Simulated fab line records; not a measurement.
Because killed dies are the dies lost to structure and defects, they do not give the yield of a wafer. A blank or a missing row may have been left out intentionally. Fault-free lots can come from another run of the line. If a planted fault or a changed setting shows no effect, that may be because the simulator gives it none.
Comparing a struck lot with a sound one + flow gf180mcu + 15 steps out of a route of 602
Sound: these wafers, L808.2, L808.4, L808.5. Wafers L816.2, L816.5, L816.6 were the ones struck. The cause comes at the end.
For every step that has rows: the tool of each side, followed by ch and its chambers, followed by its first start. Under that, the readings that differ: sound wafers + struck wafers + difference of the means + sigmas: that difference in standard deviations of wafers without a fault.
alike: words and numbers the same on both sides, and readings whose means are apart by under 2 such deviations; not compared: readings that were withheld, readings missing a value for some wafer, numbers with overlapping values and no deviation given by the record, and bounds like >300 which may hide the same value.
Wherever a step has rows on one side only, a row that says differs or no value, or a row with sigmas, the two part there. Numbers that have no deviation but don't overlap get no sigmas and don't part them. A reading that every wafer of one side lacks parts them only if that side has two wafers or more.

GF_MIM_SPUTTER_03: material Ti, target thk 10 nm, time 6.7 s.
  sound: pvd sputter-01 at day 25 05:38; struck: pvd sputter-02 at day 27 23:12
  alike: throttle valve pct
GF_MIM_SPUTTER_04: material TiN, target thk 50 nm, time 41.7 s.
  sound: pvd sputter-01 at day 25 05:40; struck: pvd sputter-02 at day 27 23:13
  alike: throttle valve pct
GF_MIM_CVD_05: deposits Si3N4, target thk 42 nm, time 29.086 s.
  sound on pecvd-04 ch 0,2, day 25 05:42; struck on pecvd-01 ch 1,2, day 27 23:16
  alike: heater power w, rf fwd power W
GF_MIM_THK_MEAS_06:
  sound: film metro-02 at day 25 05:44; struck: film metro-03 at day 27 23:19
  alike: MIM_CVD_05_THK
GF_MIM_SPUTTER_07: material TiN, target thk 60 nm, time 50 s.
  sound: pvd sputter-04 at day 25 05:47; struck: pvd sputter-01 at day 27 23:22
  alike: throttle valve pct
GF_MIM_SPUTTER_08: material AlCu, target thk 200 nm, time 10.6 s.
  sound: pvd sputter-04 at day 25 05:50; struck: pvd sputter-01 at day 27 23:25
  alike: throttle valve pct
then, 1 step without rows for these wafers: GF_MIM_SPUTTER_09 (material TiN, target thk 35 nm, time 30.05 s).
GF_MIM_RS_MEAS_10: measures by four-point-probe.
  sound: film metro-01 at day 25 05:55; struck: film metro-03 at day 27 23:29
  alike: MIM_ALCU_RS
GF_MIM_THK_MEAS_11: measures by xrf.
  sound: film metro-01 at day 25 06:01; struck: film metro-03 at day 27 23:36
  alike: MIM_ALCU_THK
then, 3 steps without rows for these wafers: GF_MIM_DEHYDRATE_12 (time 60 s); GF_MIM_HMDS_13 (prime time 60 s); GF_MIM_COAT_14 (resist thk 1000 nm).
GF_MIM_SOFTBAKE_15: time 60 s.
  sound on litho track-02 ch 0, day 25 16:13; struck on litho track-01 ch 0, day 28 09:38
| reading          | sound             | struck            | difference | sigmas |
|------------------|-------------------|-------------------|------------|--------|
| run length s (s) | 89.53 89.40 89.51 | 94.37 94.41 94.40 | +4.91      | +25    |
then, 2 steps without rows for these wafers: GF_MIM_EXPOSE_16 (exposes mask FuseTop, target cd 2000 nm); GF_PASSIVATION_PROBE_99.

== WHERE THEY PART ==
Within this record, at GF_MIM_SOFTBAKE_15 only.

WHY: whatever the simulator had introduced
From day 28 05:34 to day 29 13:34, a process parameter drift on litho track-01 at GF_MIM_SOFTBAKE_15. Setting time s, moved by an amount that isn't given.
